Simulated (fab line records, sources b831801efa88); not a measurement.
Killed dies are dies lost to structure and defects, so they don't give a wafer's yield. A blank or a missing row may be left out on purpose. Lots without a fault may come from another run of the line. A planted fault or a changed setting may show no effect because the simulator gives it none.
Chamber matching | flow gf180mcu | GF_V1_ETCH_16 on rie_diel-03: 4 sister chambers
The step etches BARC in N2/H2. 8 wafers are shown with their chamber, then 10 later ones without.

WAFERS WITH THEIR CHAMBER
wafer  | chamber | drypump_motor_current_A (A) | oes_product_au (a.u.)
L075.2 | 3       | 5.3                         | 0.856
L085.4 | 2       | 5.4                         | 0.853
L085.5 | 3       | 5.4                         | 0.863
L089.1 | 2       | 5.3                         | 0.855
L089.2 | 0       | 5.3                         | 0.858
L089.3 | 1       | 4.8                         | 0.849
L091.1 | 1       | 4.8                         | 0.846
L091.2 | 0       | 5.3                         | 0.852

WAFERS WITHOUT THEIR CHAMBER
wafer  | drypump_motor_current_A (A) | oes_product_au (a.u.)
L091.3 | 5.3                         | 0.853
L091.4 | 5.3                         | 0.855
L091.5 | 5.4                         | 0.850
L091.6 | 4.8                         | 0.859
L092.1 | 5.3                         | 0.861
L092.2 | 5.3                         | 0.854
L092.4 | 5.3                         | 0.851
L093.3 | 5.3                         | 0.853
L093.4 | 5.3                         | 0.847
L093.6 | 5.3                         | 0.858

WHICH CHAMBER EACH WENT THROUGH
wafer  | from the rows above          | in truth
L091.3 | can't be placed: 0 or 2 or 3 | 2
L091.4 | can't be placed: 0 or 2 or 3 | 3
L091.5 | can't be placed: 2 or 0 or 3 | 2
L091.6 | 1                            | 1
L092.1 | can't be placed: 3 or 0 or 2 | 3
L092.2 | can't be placed: 0 or 2 or 3 | 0
L092.4 | can't be placed: 0 or 2 or 3 | 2
L093.3 | can't be placed: 0 or 2 or 3 | 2
L093.4 | can't be placed: 2 or 0 or 3 | 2
L093.6 | can't be placed: 0 or 3 or 2 | 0
Placed correctly: 1 of 10. Can't be placed from these rows: 9 (the true chamber is among the candidates in 9). Placed wrongly: 0.
How it was worked out, from the rows above alone: a wafer's distance from a chamber is the root of the sum, over the readings, of the square of ((its reading less the chamber's mean) divided by the reading's scatter). The wafer belongs to the nearest chamber; if the next one is less than 2 further off, it can't be placed. A chamber's mean is the mean of its shown wafers. The scatter: the root of (the sum of the squares of (reading less its chamber's mean) over the shown wafers, divided by (wafers less chambers)).
